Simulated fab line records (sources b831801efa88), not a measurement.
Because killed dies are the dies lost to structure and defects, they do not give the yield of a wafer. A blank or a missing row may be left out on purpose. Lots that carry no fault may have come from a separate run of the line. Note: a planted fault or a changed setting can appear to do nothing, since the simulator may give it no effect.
Shared-tool check	flow sky130	Sampled: 10 lots, 39 wafers

REASON FOR OPENING
SKY_SD_P_TW_MEAS_11, reading SD_P_TW: flagged on 3 of 10 lots. Wafers without a fault read 2822, standard deviation 15.
Rule: a lot is flagged when every wafer of it that has a number lies more than 4 standard deviations from that mean, or none has a number. The rest of the lots are taken to be sound.

lot	measured	on	SD_P_TW, wafer by wafer	flag
L442	day 28 08:27	film metro-01	2832 2817 2826	
L443	day 28 09:30	film metro-03	2955 2949 2971 2971 2968 2954	FLAGGED
L444	day 28 21:21	film metro-01	2806 2808 2810	
L446	day 29 01:13	film metro-01	2817 2802 2806	
L445	day 29 02:25	film metro-03	2968 2964 2963 2965 2964 2971	FLAGGED
L447	day 29 05:58	film metro-01	2927 2935 2936 2937 2937 2934	FLAGGED
L448	day 29 06:16	film metro-02	2817 2820 2824	
L455	day 32 02:36	film metro-02	2806 2816 2820	
L460	day 32 22:04	film metro-03	2848 2828 2860	
L459	day 33 02:04	film metro-01	2819 2821 2817	
Average over the flagged lots: 2954; offset from the usual +132, equal to +9 standard deviations.

WHICH TOOL EACH LOT WENT THROUGH
The record holds 3 process steps before the reading, out of a route of 708 steps. In each cell: the tool, then ch and the chambers that the sampled wafers went through, then the start.
lot	flag	SKY_LDD_HVP_STRIP_09	SKY_SD_P_IMPLANT_09	SKY_SD_P_STRIP_10
L442		plasma asher-03 ch 0,1, day 24 15:08	implanter-04 ch 0, day 28 08:12	plasma asher-04 ch 0, day 28 08:21
L443	FLAGGED	plasma asher-03 ch 0,1, day 24 16:02	implanter-04 ch 0, day 28 09:15	plasma asher-03 ch 0,1, day 28 09:24
L444		plasma asher-04 ch 0,1, day 25 04:35	implanter-02 ch 0, day 28 21:06	plasma asher-03 ch 0,1, day 28 21:15
L446		plasma asher-01 ch 0,1, day 25 08:32	implanter-03 ch 0, day 29 00:58	plasma asher-03 ch 0,1, day 29 01:06
L445	FLAGGED	plasma asher-04 ch 0,1, day 25 11:22	implanter-04 ch 0, day 29 02:11	plasma asher-02 ch 0,1, day 29 02:19
L447	FLAGGED	plasma asher-01 ch 0,1, day 25 11:40	implanter-04 ch 0, day 29 05:43	plasma asher-03 ch 0,1, day 29 05:52
L448		plasma asher-04 ch 0,1, day 25 12:53	implanter-03 ch 0, day 29 06:01	plasma asher-04 ch 0,1, day 29 06:10
L455		plasma asher-04 ch 0,1, day 28 13:32	implanter-04 ch 0, day 32 02:21	plasma asher-02 ch 0,1, day 32 02:30
L460		plasma asher-01 ch 0,1, day 29 10:10	implanter-02 ch 0, day 32 21:50	plasma asher-02 ch 0,1, day 32 21:58
L459		plasma asher-04 ch 0,1, day 29 13:01	implanter-04 ch 0, day 33 01:51	plasma asher-04 ch 0,1, day 33 01:59
What these steps do:
- SKY_LDD_HVP_STRIP_09: strips in O2/N2.
- SKY_SD_P_IMPLANT_09
- SKY_SD_P_STRIP_10: strips in O2/N2.
- SKY_SD_P_TW_MEAS_11

FLAGGED OVER TOTAL, TOOL BY TOOL (the gauges that took the reading come last)
step	tool	lots run	flagged	share of the flagged lots	sound lots run after its first flagged lot
SKY_LDD_HVP_STRIP_09	plasma asher-01	3	1	some	1 (L460)
SKY_LDD_HVP_STRIP_09	plasma asher-03	2	1	some	0
SKY_LDD_HVP_STRIP_09	plasma asher-04	5	1	some	3 (L448,L455,L459)
SKY_SD_P_IMPLANT_09	implanter-02	2	0	none	-
SKY_SD_P_IMPLANT_09	implanter-03	2	0	none	-
SKY_SD_P_IMPLANT_09	implanter-04	6	3	all	2 (L455,L459)
SKY_SD_P_STRIP_10	plasma asher-02	3	1	some	2 (L455,L460)
SKY_SD_P_STRIP_10	plasma asher-03	4	2	some	2 (L444,L446)
SKY_SD_P_STRIP_10	plasma asher-04	3	0	none	-
SKY_SD_P_TW_MEAS_11	film metro-01	5	1	some	1 (L459)
SKY_SD_P_TW_MEAS_11	film metro-02	2	0	none	-
SKY_SD_P_TW_MEAS_11	film metro-03	3	2	some	1 (L460)

WHAT IS ALLOWED BY THE TABLE
1 row of the table ran every flagged lot: implanter-04 at SKY_SD_P_IMPLANT_09.
- implanter-04 at SKY_SD_P_IMPLANT_09 ran 6 lots, 3 of them flagged. After the first flagged lot (L455, L459), sound lots still ran on it; a lasting fault on the whole tool would not permit that. Its own readings (beam on s, dose ions cm2) fall more than 4 standard deviations out on all wafers of the flagged lots.
None of the table's rows ran every flagged lot and, after the first, no sound lot.

WHAT HAD BEEN PUT IN BY THE SIMULATOR
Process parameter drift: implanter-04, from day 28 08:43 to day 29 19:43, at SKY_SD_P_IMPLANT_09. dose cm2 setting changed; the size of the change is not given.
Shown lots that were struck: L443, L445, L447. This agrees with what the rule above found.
